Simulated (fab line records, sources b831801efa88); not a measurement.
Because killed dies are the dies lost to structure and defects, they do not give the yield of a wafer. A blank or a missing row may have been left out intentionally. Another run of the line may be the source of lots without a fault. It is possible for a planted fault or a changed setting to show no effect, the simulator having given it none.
Split-lot trial / flow sfq_line / on a route of 325 steps: 5 lots, 23 wafers read

## THE SPLIT
At SFQ_TRILAYER_R5_DEP_SPUTTER_132 (material Ti, target thk 5 nm, time 5 s), the setting time_s was moved away from the recipe's 5 s on 10 of the 23 wafers read, by -13.6% to +13.2%. For the rest of the wafers, this setting stayed at what the recipe calls for.

The reading is taken at the split's own step.

## THE READING
Ti_of_TRILAYER_R5_DEP_SPUTTER_132.thk_nm (the simulator's own value, which no gauge read), in nm, at SFQ_TRILAYER_R5_DEP_SPUTTER_132 (material Ti, target thk 5 nm, time 5 s). The file does not state a usual value for it. The 13 wafers here that ran the recipe average 4.990 nm, standard deviation 0.15 nm.

wafer=L077.1; tool, chamber at the split=pvd_sputter-06, -; time_s as run, s=5; against the recipe=recipe; Ti_of_TRILAYER_R5_DEP_SPUTTER_132.thk_nm, nm=4.993; against lot-mates on the recipe=-
wafer=L077.2; tool, chamber at the split=pvd_sputter-06, -; time_s as run, s=5; against the recipe=recipe; Ti_of_TRILAYER_R5_DEP_SPUTTER_132.thk_nm, nm=5.008; against lot-mates on the recipe=-
wafer=L077.3; tool, chamber at the split=pvd_sputter-06, -; time_s as run, s=4.318; against the recipe=-13.6%; Ti_of_TRILAYER_R5_DEP_SPUTTER_132.thk_nm, nm=4.409; against lot-mates on the recipe=-0.635
wafer=L077.4; tool, chamber at the split=pvd_sputter-06, -; time_s as run, s=4.318; against the recipe=-13.6%; Ti_of_TRILAYER_R5_DEP_SPUTTER_132.thk_nm, nm=4.324; against lot-mates on the recipe=-0.720
wafer=L077.6; tool, chamber at the split=pvd_sputter-06, -; time_s as run, s=5; against the recipe=recipe; Ti_of_TRILAYER_R5_DEP_SPUTTER_132.thk_nm, nm=5.131; against lot-mates on the recipe=-
wafer=L078.1; tool, chamber at the split=pvd_sputter-05, -; time_s as run, s=5; against the recipe=recipe; Ti_of_TRILAYER_R5_DEP_SPUTTER_132.thk_nm, nm=5.182; against lot-mates on the recipe=-
wafer=L078.2; tool, chamber at the split=pvd_sputter-05, -; time_s as run, s=5; against the recipe=recipe; Ti_of_TRILAYER_R5_DEP_SPUTTER_132.thk_nm, nm=4.929; against lot-mates on the recipe=-
wafer=L078.3; tool, chamber at the split=pvd_sputter-05, -; time_s as run, s=5.452; against the recipe=+9.0%; Ti_of_TRILAYER_R5_DEP_SPUTTER_132.thk_nm, nm=5.478; against lot-mates on the recipe=+0.422
wafer=L078.5; tool, chamber at the split=pvd_sputter-05, -; time_s as run, s=5.452; against the recipe=+9.0%; Ti_of_TRILAYER_R5_DEP_SPUTTER_132.thk_nm, nm=5.423; against lot-mates on the recipe=+0.367
wafer=L078.6; tool, chamber at the split=pvd_sputter-05, -; time_s as run, s=5.452; against the recipe=+9.0%; Ti_of_TRILAYER_R5_DEP_SPUTTER_132.thk_nm, nm=5.595; against lot-mates on the recipe=+0.539
wafer=L079.1; tool, chamber at the split=pvd_sputter-04, -; time_s as run, s=4.783; against the recipe=-4.3%; Ti_of_TRILAYER_R5_DEP_SPUTTER_132.thk_nm, nm=5.065; against lot-mates on the recipe=-0.093
wafer=L079.2; tool, chamber at the split=pvd_sputter-04, -; time_s as run, s=5; against the recipe=recipe; Ti_of_TRILAYER_R5_DEP_SPUTTER_132.thk_nm, nm=5.172; against lot-mates on the recipe=-
wafer=L079.3; tool, chamber at the split=pvd_sputter-04, -; time_s as run, s=5; against the recipe=recipe; Ti_of_TRILAYER_R5_DEP_SPUTTER_132.thk_nm, nm=5.145; against lot-mates on the recipe=-
wafer=L079.4; tool, chamber at the split=pvd_sputter-04, -; time_s as run, s=4.783; against the recipe=-4.3%; Ti_of_TRILAYER_R5_DEP_SPUTTER_132.thk_nm, nm=5.133; against lot-mates on the recipe=-0.026
wafer=L079.6; tool, chamber at the split=pvd_sputter-04, -; time_s as run, s=4.783; against the recipe=-4.3%; Ti_of_TRILAYER_R5_DEP_SPUTTER_132.thk_nm, nm=5.043; against lot-mates on the recipe=-0.115
wafer=L082.1; tool, chamber at the split=pvd_sputter-06, -; time_s as run, s=5; against the recipe=recipe; Ti_of_TRILAYER_R5_DEP_SPUTTER_132.thk_nm, nm=4.881; against lot-mates on the recipe=-
wafer=L082.3; tool, chamber at the split=pvd_sputter-06, -; time_s as run, s=5.659; against the recipe=+13.2%; Ti_of_TRILAYER_R5_DEP_SPUTTER_132.thk_nm, nm=5.546; against lot-mates on the recipe=+0.544
wafer=L082.4; tool, chamber at the split=pvd_sputter-06, -; time_s as run, s=5.659; against the recipe=+13.2%; Ti_of_TRILAYER_R5_DEP_SPUTTER_132.thk_nm, nm=5.673; against lot-mates on the recipe=+0.671
wafer=L082.5; tool, chamber at the split=pvd_sputter-06, -; time_s as run, s=5; against the recipe=recipe; Ti_of_TRILAYER_R5_DEP_SPUTTER_132.thk_nm, nm=5.157; against lot-mates on the recipe=-
wafer=L082.6; tool, chamber at the split=pvd_sputter-06, -; time_s as run, s=5; against the recipe=recipe; Ti_of_TRILAYER_R5_DEP_SPUTTER_132.thk_nm, nm=4.969; against lot-mates on the recipe=-
wafer=L084.1; tool, chamber at the split=pvd_sputter-04, -; time_s as run, s=5; against the recipe=recipe; Ti_of_TRILAYER_R5_DEP_SPUTTER_132.thk_nm, nm=4.81; against lot-mates on the recipe=-
wafer=L084.4; tool, chamber at the split=pvd_sputter-04, -; time_s as run, s=5; against the recipe=recipe; Ti_of_TRILAYER_R5_DEP_SPUTTER_132.thk_nm, nm=4.735; against lot-mates on the recipe=-
wafer=L084.5; tool, chamber at the split=pvd_sputter-04, -; time_s as run, s=5; against the recipe=recipe; Ti_of_TRILAYER_R5_DEP_SPUTTER_132.thk_nm, nm=4.753; against lot-mates on the recipe=-

THE FIT
A straight line over all 23 wafers: Ti_of_TRILAYER_R5_DEP_SPUTTER_132.thk_nm changes by +0.0443 nm for each +1% of time_s; r = +0.88; the points scatter about the line by 0.16 nm.
The same after taking each lot's own level away (the mean of its wafers on the recipe; 23 wafers): +0.0463 nm for each +1%; r = +0.96; scatter 0.088 nm.
Per that fit: largest time_s move, reading shift of 0.63 nm.
The lots' own levels span 4.7660 to 5.1585 nm, that is 2.5 times the standard deviation above.
The two slopes agree, so the slope changes little with the lot-to-lot level.
Check: -0.611 nm against its lot-mates is what the line predicts for one of the wafers moved furthest among these (-13.6%) when that wafer is left out of the fit. Against them it came out at -0.635 nm.

## FURTHER SPLITS ON THESE WAFERS
Note: prior to the reading, these wafers also went through further splits. Each is held against what the fit with the lots' levels taken away leaves over:
other split on the same wafers=SFQ_TRILAYER_M4_BARC_OPEN_METAL_ETCH_123 time_s; wafers away from the commonest value=11; r with Ti_of_TRILAYER_R5_DEP_SPUTTER_132.thk_nm (lot level and that fit taken away)=+0.08
other split on the same wafers=SFQ_TRILAYER_I4_VIA_LITHO_COAT_108 spin_rpm; wafers away from the commonest value=11; r with Ti_of_TRILAYER_R5_DEP_SPUTTER_132.thk_nm (lot level and that fit taken away)=+0.51
other split on the same wafers=SFQ_TRILAYER_JJ_TRILAYER_DEP_SPUTTER_110 time_s; wafers away from the commonest value=6; r with Ti_of_TRILAYER_R5_DEP_SPUTTER_132.thk_nm (lot level and that fit taken away)=+0.23
other split on the same wafers=SFQ_TRILAYER_JJ_CE_LITHO_EXPOSE_115 dose_mj; wafers away from the commonest value=9; r with Ti_of_TRILAYER_R5_DEP_SPUTTER_132.thk_nm (lot level and that fit taken away)=-0.34
other split on the same wafers=SFQ_TRILAYER_JJ_CE_LITHO_PEB_117 peb_time_s; wafers away from the commonest value=6; r with Ti_of_TRILAYER_R5_DEP_SPUTTER_132.thk_nm (lot level and that fit taken away)=+0.24
other split on the same wafers=SFQ_TRILAYER_M5_LITHO_PEB_126 peb_time_s; wafers away from the commonest value=4; r with Ti_of_TRILAYER_R5_DEP_SPUTTER_132.thk_nm (lot level and that fit taken away)=-0.11

## FILE'S OWN FIT
Ti_of_TRILAYER_R5_DEP_SPUTTER_132.thk_nm changes by +0.0469 nm for each +1% of time_s, r = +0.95.
